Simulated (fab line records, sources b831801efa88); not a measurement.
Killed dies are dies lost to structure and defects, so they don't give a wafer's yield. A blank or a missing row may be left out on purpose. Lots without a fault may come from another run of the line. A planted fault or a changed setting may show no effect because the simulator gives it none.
Which tool did it? | flow sky130 | 11 lots, 33 wafers sampled, at 2 steps of a route of 708

WHAT THE GAUGES READ, wafer by wafer
SKY_CAPM_RS_MEAS_03: measures by four-point-probe.
lot  | measured     | on            | CAPM_TIN_RS (ohm/sq)
L785 | day 37 18:05 | film_metro-02 | 6.59 6.61 6.65
L786 | day 38 00:18 | film_metro-02 | 6.71 6.59 6.58
L790 | day 39 02:41 | film_metro-01 | 6.61 6.59 6.55
L791 | day 39 05:09 | film_metro-04 | 6.49 6.55 6.44
L792 | day 39 05:25 | film_metro-02 | 6.48 6.43 6.43
L793 | day 39 14:27 | film_metro-02 | 6.58 6.53 6.56
L795 | day 40 06:40 | film_metro-01 | 6.48 6.48 6.48
L799 | day 41 03:01 | film_metro-01 | 6.61 6.66 6.57
L803 | day 42 07:40 | film_metro-02 | 6.54 6.55 6.56
L804 | day 42 16:57 | film_metro-04 | 6.67 6.73 6.67
L806 | day 43 08:34 | film_metro-04 | 6.55 6.61 6.60

WHICH TOOL RAN EACH LOT (tool, then ch and the chambers of the sampled wafers, then the start)
lot  | SKY_METAL3_SPUTTER_01
L785 | pvd_sputter-04, day 37 17:43
L786 | pvd_sputter-02, day 37 23:52
L790 | pvd_sputter-02, day 39 02:20
L791 | pvd_sputter-04, day 39 04:47
L792 | pvd_sputter-01, day 39 05:05
L793 | pvd_sputter-04, day 39 14:07
L795 | pvd_sputter-02, day 40 06:16
L799 | pvd_sputter-01, day 41 02:41
L803 | pvd_sputter-02, day 42 07:19
L804 | pvd_sputter-01, day 42 16:38
L806 | pvd_sputter-01, day 43 08:13
- SKY_METAL3_SPUTTER_01: material TiN, target thk 20 nm, time 16.7 s.

WHAT THE TOOLS THEMSELVES READ (means of the sampled wafers that have a number; where no wafer has one, the mark that the record gives instead)
SKY_METAL3_SPUTTER_01.
lot  | tool           | throttle_valve_pct (%)
L785 | pvd_sputter-04 | 30.1
L786 | pvd_sputter-02 | 30.6
L790 | pvd_sputter-02 | 30.2
L791 | pvd_sputter-04 | 30.0
L792 | pvd_sputter-01 | 29.6
L793 | pvd_sputter-04 | 29.8
L795 | pvd_sputter-02 | 30.6
L799 | pvd_sputter-01 | 30.2
L803 | pvd_sputter-02 | 30.1
L804 | pvd_sputter-01 | 29.4
L806 | pvd_sputter-01 | 30.1

THE ANSWER, worked out from the rows above alone
Rule: what is usual is taken from the lots themselves. Put in order of their means at a reading, lots are off if they are a third of the lots or fewer, leave a main group of 4 or more, and stand apart from it by a gap of 3 or more times the standard deviation of the main group's means; of several such gaps the widest counts. A main group whose means are all the same, to the digits that the tables above print for the reading, isn't used. A lot without any number at a reading at which 4 lots or more have one is off too. The other lots that the step has rows for count as sound. The gauges are gone through in route order, then the tools' own readings, and for those a lot's mean is taken as printed above. The first step at which some lot is off is used, and at that step the reading that is off furthest; a lot without a number counts as furthest.
No lot is off at any reading shown: from this, nothing can be told.

WHAT THE SIMULATOR HAD PUT IN
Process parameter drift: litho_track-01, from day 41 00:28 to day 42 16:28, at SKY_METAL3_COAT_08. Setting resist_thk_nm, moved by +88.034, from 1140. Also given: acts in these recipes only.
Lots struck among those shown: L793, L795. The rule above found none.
